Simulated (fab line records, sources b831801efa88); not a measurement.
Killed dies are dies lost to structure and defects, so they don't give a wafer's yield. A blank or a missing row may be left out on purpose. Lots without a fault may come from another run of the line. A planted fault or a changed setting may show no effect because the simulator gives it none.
Which tool did it? | flow sky130 | 13 lots, 39 wafers sampled, at 4 steps of a route of 708

WHAT THE GAUGES READ, wafer by wafer
SKY_SONOS_TUNNEL_TW_MEAS_12. Usual: SONOS_TUNNEL_TW 197.6, standard deviation 1.2.
lot  | measured     | on            | SONOS_TUNNEL_TW                     | flag
L909 | day 11 16:29 | film_metro-04 | 196.8 196.0 195.5                   |
L910 | day 12 00:50 | film_metro-03 | 199.1 198.4 198.8                   |
L911 | day 12 15:36 | film_metro-03 | 198.7 200.1 199.0                   |
L912 | day 13 10:23 | film_metro-03 | 197.6 197.7 197.9                   |
L914 | day 13 12:05 | film_metro-04 | 198.6 197.6 198.1                   |
L916 | day 13 23:19 | film_metro-03 | 198.0 199.0 198.0                   |
L918 | day 14 16:09 | film_metro-03 | 198.1 197.7 198.2                   |
L917 | day 14 20:11 | film_metro-04 | 197.7 196.6 196.2                   |
L920 | day 15 02:47 | film_metro-04 | 196.1 196.1 196.0                   |
L921 | day 15 15:32 | film_metro-03 | 198.2 198.1 197.9                   |
L922 | day 16 00:52 | film_metro-03 | 184.0 183.6 184.3 183.4 185.1 182.9 | OFF
L923 | day 16 07:34 | film_metro-03 | 184.6 184.5 184.8 184.2 183.7 184.9 | OFF
L930 | day 18 12:07 | film_metro-02 | 197.9 197.7 199.5                   |

SKY_SD_P_CD_MEAS_07: target cd 380 nm. Usual: cd_nm 380.2 nm, standard deviation 2.8.
lot  | measured     | on        | cd_nm (nm)        | flag
L909 | day 25 11:46 | cd_sem-01 | 386.5 385.3 387.6 |
L910 | day 25 14:51 | cd_sem-02 | 377.1 378.7 374.9 |
L911 | day 26 15:02 | cd_sem-02 | 379.3 378.3 377.5 |
L912 | day 27 08:58 | cd_sem-02 | 381.7 380.2 381.0 |
L914 | day 30 03:37 | cd_sem-01 | 377.6 375.4 376.7 |
L916 | day 30 02:58 | cd_sem-01 | 375.8 376.4 374.8 |
L918 | day 30 02:29 | cd_sem-02 | 378.0 376.1 378.6 |
L917 | day 30 06:01 | cd_sem-02 | 380.3 379.3 382.5 |
L920 | day 30 06:45 | cd_sem-01 | 382.1 381.2 382.9 |
L921 | day 30 06:10 | cd_sem-02 | 379.0 379.5 380.0 |
L922 | day 30 07:38 | cd_sem-01 | 374.8 374.1 376.5 |
L923 | day 30 11:44 | cd_sem-01 | 378.9 378.6 379.8 |
L930 | day 33 17:16 | cd_sem-01 | 378.7 378.2 376.2 |

SKY_SD_P_OVL_MEAS_08. Usual: SD_P_OVL -1.0 nm, standard deviation 1.3.
lot  | measured     | on         | SD_P_OVL (nm)  | flag
L909 | day 25 11:53 | overlay-02 | -1.8 -0.7 -0.3 |
L910 | day 25 14:58 | overlay-02 | -1.5 0.7 -0.6  |
L911 | day 26 15:08 | overlay-02 | -1.3 0.5 -0.6  |
L912 | day 27 09:05 | overlay-02 | 0.0 1.9 2.1    |
L914 | day 30 03:44 | overlay-01 | -1.0 -1.9 -2.4 |
L916 | day 30 03:05 | overlay-01 | -0.8 -4.6 -0.3 |
L918 | day 30 02:35 | overlay-02 | -1.6 -1.5 0.2  |
L917 | day 30 06:08 | overlay-01 | 0.4 -3.0 0.6   |
L920 | day 30 06:52 | overlay-02 | -0.5 1.1 -0.6  |
L921 | day 30 06:16 | overlay-01 | 0.4 0.2 -1.4   |
L922 | day 30 07:46 | overlay-02 | -2.5 -1.7 -1.5 |
L923 | day 30 11:52 | overlay-01 | -3.1 -0.9 -2.0 |
L930 | day 33 17:23 | overlay-01 | -0.5 -2.0 -0.7 |

WHICH TOOL RAN EACH LOT (tool, then ch and the chambers of the sampled wafers, then the start)
lot  | SKY_SONOS_TUNNEL_IMPLANT_09
L909 | implanter-03 ch 0, day 11 16:04
L910 | implanter-02 ch 0, day 12 00:25
L911 | implanter-02 ch 0, day 12 15:13
L912 | implanter-01 ch 0, day 13 09:58
L914 | implanter-02 ch 0, day 13 11:40
L916 | implanter-03 ch 0, day 13 22:55
L918 | implanter-01 ch 0, day 14 15:45
L917 | implanter-03 ch 0, day 14 19:46
L920 | implanter-03 ch 0, day 15 02:22
L921 | implanter-01 ch 0, day 15 15:08
L922 | implanter-01 ch 0, day 16 00:28
L923 | implanter-01 ch 0, day 16 07:10
L930 | implanter-03 ch 0, day 18 11:31
- SKY_SONOS_TUNNEL_IMPLANT_09

WHAT THE TOOLS THEMSELVES READ (means of the sampled wafers that have a number; where no wafer has one, the mark that the record gives instead)
SKY_SONOS_TUNNEL_IMPLANT_09. Usual: beam_on_s 10.01 s, standard deviation 0.2; faraday_current_uA 5.64, standard deviation 0.11.
lot  | tool         | beam_on_s (s) | faraday_current_uA | flag
L909 | implanter-03 | 9.92          | 5.69               |
L910 | implanter-02 | 9.94          | 5.66               |
L911 | implanter-02 | 10.06         | 5.60               |
L912 | implanter-01 | 9.80          | 5.73               |
L914 | implanter-02 | 9.90          | 5.69               |
L916 | implanter-03 | 9.92          | 5.69               |
L918 | implanter-01 | 10.02         | 5.61               |
L917 | implanter-03 | 9.95          | 5.68               |
L920 | implanter-03 | 9.78          | 5.77               |
L921 | implanter-01 | 10.00         | 5.65               |
L922 | implanter-01 | 7.53          | 7.48               | OFF
L923 | implanter-01 | 7.53          | 7.48               | OFF
L930 | implanter-03 | 10.13         | 5.57               |

THE ANSWER, worked out from the rows above alone
Rule: a lot is off if the mean of its wafers that have a number lies more than 3 standard deviations from the usual mean. A lot without any number at a reading at which 4 lots or more have one is off too. The other lots that the step has rows for count as sound. The gauges are gone through in route order, then the tools' own readings, and for those a lot's mean is taken as printed above. The first step at which some lot is off is used, and at that step the reading that is off furthest; a lot without a number counts as furthest.
Off: L922, L923, at SKY_SONOS_TUNNEL_TW_MEAS_12 (SONOS_TUNNEL_TW).
A tool fits if, at a process step before that reading, it ran every lot that is off, and no sound lot after the first of them. The gauges at SKY_SONOS_TUNNEL_TW_MEAS_12 aren't tried: what is off there is off at SKY_SONOS_TUNNEL_IMPLANT_09 too, on other tools, and a gauge's error can't cause that. One fits: implanter-01 at SKY_SONOS_TUNNEL_IMPLANT_09. Its last sound lot is L921 (day 15 15:08), its first lot that is off L922 (day 16 00:28): a fault that began between those two fits.
The tool's own readings at SKY_SONOS_TUNNEL_IMPLANT_09 bear it out: on the lots that are off they differ by more than 5 times the standard deviation of the sound lots' means. beam_on_s reads 7.53 s there against 9.95 s on the sound lots; faraday_current_uA reads 7.48 there against 5.67 on the sound lots.

WHAT THE SIMULATOR HAD PUT IN
Process parameter drift: implanter-01, from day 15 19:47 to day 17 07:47, at SKY_SONOS_TUNNEL_IMPLANT_09. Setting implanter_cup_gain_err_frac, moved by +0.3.
Lots struck among those shown: L922, L923. The rule above found the same.
